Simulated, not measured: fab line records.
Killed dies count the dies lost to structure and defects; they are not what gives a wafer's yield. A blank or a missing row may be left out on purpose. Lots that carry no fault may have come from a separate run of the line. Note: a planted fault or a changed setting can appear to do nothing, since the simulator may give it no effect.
The tool behind it: which one? | flow sky130 | route of 708 steps, sampled at 1 step: 10 lots, 30 wafers

== WHAT EACH GAUGE READ, for each wafer ==
SKY_SONOS_ONO_OVL_MEAS_14.
lot  | measured     | on         | SONOS_ONO_OVL (nm)
L867 | day 12 15:18 | overlay-02 | 5.1 4.6 4.7
L868 | day 12 21:08 | overlay-01 | 2.6 2.5 2.0
L869 | day 13 07:46 | overlay-01 | 4.4 4.3 3.6
L871 | day 14 07:13 | overlay-02 | 2.2 0.6 1.0
L876 | day 15 19:55 | overlay-02 | -2.0 -0.4 -1.6
L879 | day 17 10:23 | overlay-01 | 0.6 -0.8 -1.4
L880 | day 17 10:41 | overlay-01 | 3.5 3.6 2.0
L887 | day 19 16:58 | overlay-02 | 2.7 1.3 1.9
L888 | day 20 01:22 | overlay-02 | 1.6 2.9 3.1
L890 | day 20 15:01 | overlay-01 | 3.4 3.0 1.8

== EACH LOT AND THE TOOL THAT RAN IT (in order: tool; ch and the chambers of the sampled wafers; start) ==
Record: no process step prior to these readings.

== WHAT THE TOOLS THEMSELVES READ (means of the sampled wafers that have a number; where no wafer has one, the mark that the record gives instead) ==
The record holds no such reading with a usual standard deviation.

== THE ANSWER, worked out from the rows above alone ==
Rule: the usual values come from the lots themselves. The widest of any qualifying gaps counts: lots, ordered by their means at a reading, are off when they make up no more than a third of the lots, leave a main group of 4 or more, and stand apart from it by 3 or more times the standard deviation of that group's means. If all means in a main group match to the digits the tables above print for the reading, that group is not used. A lot without any number at a reading at which 4 lots or more have one is off too. Any other lot the step has rows for is counted as sound. First the gauges in route order, then the tools' own readings, where a lot's mean is used as printed above. At the first step where some lot is off, the reading lying furthest off is the one used; lots without a number count as furthest.
Across all readings shown, no lot is off: no conclusion can be drawn from this.

== WHAT THE SIMULATOR HAD PUT IN ==
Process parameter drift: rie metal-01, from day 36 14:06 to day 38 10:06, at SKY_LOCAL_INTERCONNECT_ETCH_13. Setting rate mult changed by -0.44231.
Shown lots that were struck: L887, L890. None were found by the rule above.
